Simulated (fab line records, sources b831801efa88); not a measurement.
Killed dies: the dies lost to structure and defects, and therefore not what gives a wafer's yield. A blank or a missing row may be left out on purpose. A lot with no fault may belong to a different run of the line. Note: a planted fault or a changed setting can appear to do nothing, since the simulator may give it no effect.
Matching of chambers | flow gf180mcu | 3 sister chambers for GF_SAB_CVD_00 on pecvd-04
The step deposits SiO2 from TEOS, target thk 50 nm, time 4.9302 s. 14 wafers are shown with their chamber, then 7 later ones without.

== WAFERS, EACH WITH ITS CHAMBER ==
wafer  | chamber | heater power w (W)
L964.2 | 0       | 821
L964.3 | 2       | 730
L964.6 | 2       | 710
L965.2 | 1       | 707
L965.3 | 0       | 816
L965.5 | 2       | 634
L967.2 | 2       | 687
L967.3 | 1       | 657
L967.4 | 1       | 660
L968.2 | 0       | 730
L968.4 | 0       | 701
L968.5 | 1       | 661
L981.3 | 2       | 555
L981.4 | 2       | 567

SIGNATURES (means of the wafers above)
reading        | chamber 0 | chamber 1 | chamber 2 | scatter within a chamber
heater power w | 767.00    | 671.25    | 647.17    | 60.5
Rule: a wafer's distance from a chamber is the root of the sum, over the readings, of the square of ((its reading less the chamber's mean) divided by the reading's scatter). If the next closest chamber is less than 2 further off than the closest, the wafer can't be placed; otherwise it belongs to the closest. How the scatter is found: for the shown wafers, subtract from each reading the mean of its chamber, square and add these, divide the total by (wafers less chambers), then take the root.

== WAFERS WHOSE CHAMBER IS MISSING ==
wafer  | heater power w (W)
L981.6 | 733
L982.2 | 681
L982.3 | 704
L982.4 | 796
L985.1 | 776
L985.3 | 678
L985.6 | 719

== WHICH CHAMBER EACH WENT THROUGH ==
wafer  | from the rows above          | in truth
L981.6 | can't be placed: 0 or 1 or 2 | 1
L982.2 | can't be placed: 1 or 2 or 0 | 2
L982.3 | can't be placed: 1 or 2 or 0 | 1
L982.4 | can't be placed: 0 or 1 or 2 | 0
L985.1 | can't be placed: 0 or 1 or 2 | 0
L985.3 | can't be placed: 1 or 2 or 0 | 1
L985.6 | can't be placed: 1 or 0 or 2 | 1
Placed correctly: 0 of 7. From these rows, 7 cannot be placed; in 7 the true chamber is one of the candidates. Wrongly placed: 0.
